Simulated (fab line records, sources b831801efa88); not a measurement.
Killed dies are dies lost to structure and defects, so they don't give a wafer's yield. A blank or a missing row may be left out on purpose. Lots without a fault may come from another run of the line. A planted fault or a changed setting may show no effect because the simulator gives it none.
Which tool did it? | flow sky130 | 7 lots, 21 wafers sampled, at 3 steps of a route of 708

WHAT THE GAUGES READ, wafer by wafer
SKY_NWELL_TW_MEAS_26.
lot  | measured     | on            | NWELL_2_TW
L873 | day 5 23:30  | film_metro-04 | 496 498 496
L875 | day 6 08:34  | film_metro-04 | 30 30 30
L877 | day 6 21:12  | film_metro-04 | 30 30 30
L885 | day 8 19:30  | film_metro-03 | 492 494 494
L888 | day 9 14:43  | film_metro-02 | 495 491 495
L890 | day 10 02:47 | film_metro-04 | 493 493 496
L892 | day 10 15:31 | film_metro-02 | 487 488 492

WHICH TOOL RAN EACH LOT (tool, then ch and the chambers of the sampled wafers, then the start)
lot  | SKY_NWELL_STRIP_14                  | SKY_NWELL_STRIP_25
L873 | plasma_asher-01 ch 0,1, day 5 04:41 | plasma_asher-02 ch 0,1, day 5 23:25
L875 | plasma_asher-02 ch 0,1, day 5 14:04 | plasma_asher-04 ch 0,1, day 6 08:28
L877 | plasma_asher-02 ch 0,1, day 6 01:52 | plasma_asher-01 ch 0,1, day 6 21:06
L885 | plasma_asher-02 ch 0,1, day 7 22:52 | plasma_asher-02 ch 0,1, day 8 19:24
L888 | plasma_asher-01 ch 0,1, day 8 17:16 | plasma_asher-02 ch 1, day 9 14:37
L890 | plasma_asher-02 ch 0,1, day 9 05:02 | plasma_asher-02 ch 0,1, day 10 02:43
L892 | plasma_asher-02 ch 0,1, day 9 17:15 | plasma_asher-04 ch 0,1, day 10 15:25
- SKY_NWELL_STRIP_14: strips in O2/N2.
- SKY_NWELL_STRIP_25: strips in O2/N2.

THE ANSWER, worked out from the rows above alone
Rule: what is usual is taken from the lots themselves. Put in order of their means at a reading, lots are off if they are a third of the lots or fewer, leave a main group of 4 or more, and stand apart from it by a gap of 3 or more times the standard deviation of the main group's means; of several such gaps the widest counts. A main group whose means are all the same, to the digits that the tables above print for the reading, isn't used. A lot without any number at a reading at which 4 lots or more have one is off too. The other lots that the step has rows for count as sound.
Off: L875, L877, at SKY_NWELL_TW_MEAS_26 (NWELL_2_TW). The main group: mean 493, standard deviation 2.5.
A tool fits if, at a process step before that reading, it ran every lot that is off, and no sound lot after the first of them. The gauges at SKY_NWELL_TW_MEAS_26 are tried like those tools. None of those tried fits.

WHAT THE SIMULATOR HAD PUT IN
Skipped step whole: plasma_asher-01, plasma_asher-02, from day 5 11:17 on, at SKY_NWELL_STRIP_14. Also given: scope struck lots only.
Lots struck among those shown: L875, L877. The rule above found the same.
